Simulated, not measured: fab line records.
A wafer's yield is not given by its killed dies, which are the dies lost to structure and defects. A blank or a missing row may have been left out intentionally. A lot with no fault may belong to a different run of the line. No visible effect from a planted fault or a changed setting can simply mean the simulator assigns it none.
One fault through the eyes of 2 desks ; flow gf180mcu ; each desk holds nothing but its own numbers, with what lay behind them at the end

## THE TOOL OWNER'S DESK: pecvd-03
The tool's own readings at GF_SAB_CVD_00 (deposits SiO2 from TEOS, target thk 50 nm, time 4.9302 s): means of the sampled wafers that have a number, for each lot that ran on this tool. Any lot whose mean is over 4 standard deviations away from the usual mean is out of limits and marked OUT; that distance is given in the brackets.
Columns: A = heaterPowerW at GF_SAB_CVD_00, usual 681 W; B = susceptorTempC at GF_SAB_CVD_00, usual 400.04 C
lot;first seen here;A;B
L695;day 14 16:32;660;400.32
L697;day 15 07:41;608;400.07
L698;day 16 03:33;656;399.99
L700;day 16 08:18;710;400.00
L704;day 18 01:35;666;400.06
Finding of this desk: none of the 5 lots has anything out of limits.

## THE METROLOGY DESK
Lot by lot, what the gauges showed, no matter which tool ran the lot: averages of those sampled wafers that carry a number. Any lot whose mean is over 4 standard deviations away from the usual mean is out of limits and marked OUT; that distance is given in the brackets.
Columns: A = HV_LDD_CVD_56_THK at GF_HV_LDD_THK_MEAS_57, usual 89.5 nm; B = SAB_CVD_00_THK at GF_SAB_THK_MEAS_01, usual 49.6 nm; C = cdNm at GF_SAB_CD_MEAS_09, usual 419.9 nm
lot;first seen here;A;B;C
L694;day 12 18:20;91.5;49.9;420.8
L695;day 12 22:05;88.7;49.9;422.1
L696;day 13 10:03;90.0;49.7;423.0
L697;day 13 12:32;89.3;49.4;420.8
L698;day 14 07:35;90.6;47.0;419.4
L700;day 14 11:46;90.1;47.2;418.5
L702;day 15 02:28;88.9;49.3;421.1
L704;day 16 02:34;90.1;47.4;417.8
L709;day 17 22:02;88.8;49.9;422.1
L710;day 17 23:56;90.6;49.7;419.6
L712;day 18 18:04;89.7;50.0;421.3
L715;day 19 14:38;89.5;49.4;417.5
L717;day 20 05:52;89.2;50.2;417.8
Finding of this desk: none of the 13 lots has anything out of limits.

## TAKEN TOGETHER
Nothing out of limits was seen by the tool owner's desk.
Nothing out of limits was seen by the metrology desk.

## WHAT WAS PUT IN BY THE SIMULATOR
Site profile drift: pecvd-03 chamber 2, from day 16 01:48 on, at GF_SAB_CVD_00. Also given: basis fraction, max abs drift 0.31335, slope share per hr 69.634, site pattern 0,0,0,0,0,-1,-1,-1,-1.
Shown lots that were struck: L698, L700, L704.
